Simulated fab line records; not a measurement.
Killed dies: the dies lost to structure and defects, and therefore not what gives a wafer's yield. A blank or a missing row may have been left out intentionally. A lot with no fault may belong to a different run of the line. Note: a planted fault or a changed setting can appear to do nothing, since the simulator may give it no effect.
Struck lot and sound lot, side by side -- flow sfq-line -- 14 steps out of a route of 325
Sound: these wafers, L504.1, L504.4, L504.5. The struck wafers were L507.2, L507.4, L507.6. Last of all comes the cause.
At each step with rows: each side's tool, then ch and its chambers, then its first start. Under that, the readings that differ: sound wafers -- struck wafers -- difference of the means -- sigmas: that difference in standard deviations of wafers without a fault.
alike: words and numbers the same on both sides, and readings whose means are apart by under 2 such deviations; not compared: readings that were withheld, readings missing a value for some wafer, numbers with overlapping values and no deviation given by the record, and bounds like >300 which may hide the same value.
Wherever a step has rows on one side only, a row that says differs or no value, or a row with sigmas, the two part there. When numbers do not overlap yet have no deviation, they are printed without sigmas and do not part them. Lack of a reading on every wafer of one side parts them only where that side has two or more wafers.

first, 6 steps without rows for these wafers: SFQ_TRILAYER_M3_LITHO_COAT_080 (resist thk 62 nm); SFQ_TRILAYER_M3_LITHO_COAT_075 (resist thk 600 nm); SFQ_TRILAYER_M3_LITHO_SOFTBAKE_079; SFQ_TRILAYER_M3_LITHO_EXPOSE_076 (exposes mask M3, target cd 500 nm); SFQ_TRILAYER_M3_LITHO_PEB_078 (peb time 60 s); SFQ_TRILAYER_M3_LITHO_DEVELOP_077 (time 60 s).
SFQ_M3_OVL_MEAS_921:
  sound on overlay-01, day 38 11:39; struck on overlay-02, day 38 21:15
  alike: M3_OVL
SFQ_TRILAYER_M3_BARC_OPEN_METAL_ETCH_100: etches BARC in O2, target depth 125 nm, time 41.7 s.
  sound on rie-metal-01 ch 0,1, day 38 11:41; struck on rie-metal-04 ch 1, day 38 21:17
  alike: drypump-motor-current-A, oes-product-au
  not compared: rf-hours-counter-h
SFQ_TRILAYER_M3_ETCH_METAL_ETCH_078: etches Nb in Cl2/Ar, stops on SiO2, target depth 240 nm, time 120 s.
  sound on rie-metal-01 ch 0,1, day 38 11:44; struck on rie-metal-04 ch 1, day 38 21:20
  alike: drypump-motor-current-A, oes-product-au
  not compared: rf-hours-counter-h
SFQ_TRILAYER_M3_STRIP_STRIP_079: strips in O2.
  sound on rie-metal-01 ch 0,1, day 38 11:52; struck on rie-metal-04 ch 1, day 38 21:28
  alike: drypump-motor-current-A, oes-product-au
  not compared: rf-hours-counter-h
then, 1 step without rows for these wafers: SFQ_TRILAYER_M3_STRIP_SOLV_CLEAN_080 (cleans in NMP, time 600 s).
SFQ_TRILAYER_I3_DEP_PECVD_081: deposits SiO2 from SiH4/N2O, time 111.11 s, target thk 500 nm.
  sound on pecvd-03 ch 0,1,2, day 38 12:38; struck on pecvd-02 ch 0,1, day 38 22:14
reading,sound,struck,difference,sigmas
heater-power-w (W),117 102 74,61 46 48,-46,-2
rf-fwd-power-W (W),183.1 182.1 181.8,255.1 254.9 255.6,+72.9,+99 or more
showerhead-vpp-V (V),822 742 819,968 994 1018,+199,+4
model.SiO2_of_TRILAYER_I3_DEP_PECVD_081.thk-nm (nm),504.9 509.5 505.9,535.8 552.3 552.3,+40.0,
  alike: throttle-valve-pct
SFQ_TRILAYER_I3_CMP_CMP_082: polishes SiO2.
  sound on cmp-01 ch 1,2,3, day 38 15:12; struck on cmp-01 ch 0,1, day 38 22:19
reading,sound,struck,difference,sigmas
time-to-endpoint-s (s),220 222 219,234 250 249,+24,+3
  alike: motor-current-A
SFQ_I3_BOW_MEAS_922:
  sound on film-metro-02, day 38 18:12; struck on film-metro-01, day 39 01:20
  alike: I3_BOW

## WHERE THEY PART
Earliest at SFQ_TRILAYER_I3_DEP_PECVD_081; latest, in this record, at SFQ_TRILAYER_I3_CMP_CMP_082. Later steps at which nothing parts them and some readings are alike: SFQ_I3_BOW_MEAS_922.

WHY: what had been put in by the simulator
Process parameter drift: pecvd-02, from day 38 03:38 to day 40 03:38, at SFQ_TRILAYER_I3_DEP_PECVD_081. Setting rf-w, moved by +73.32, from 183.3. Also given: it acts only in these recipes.
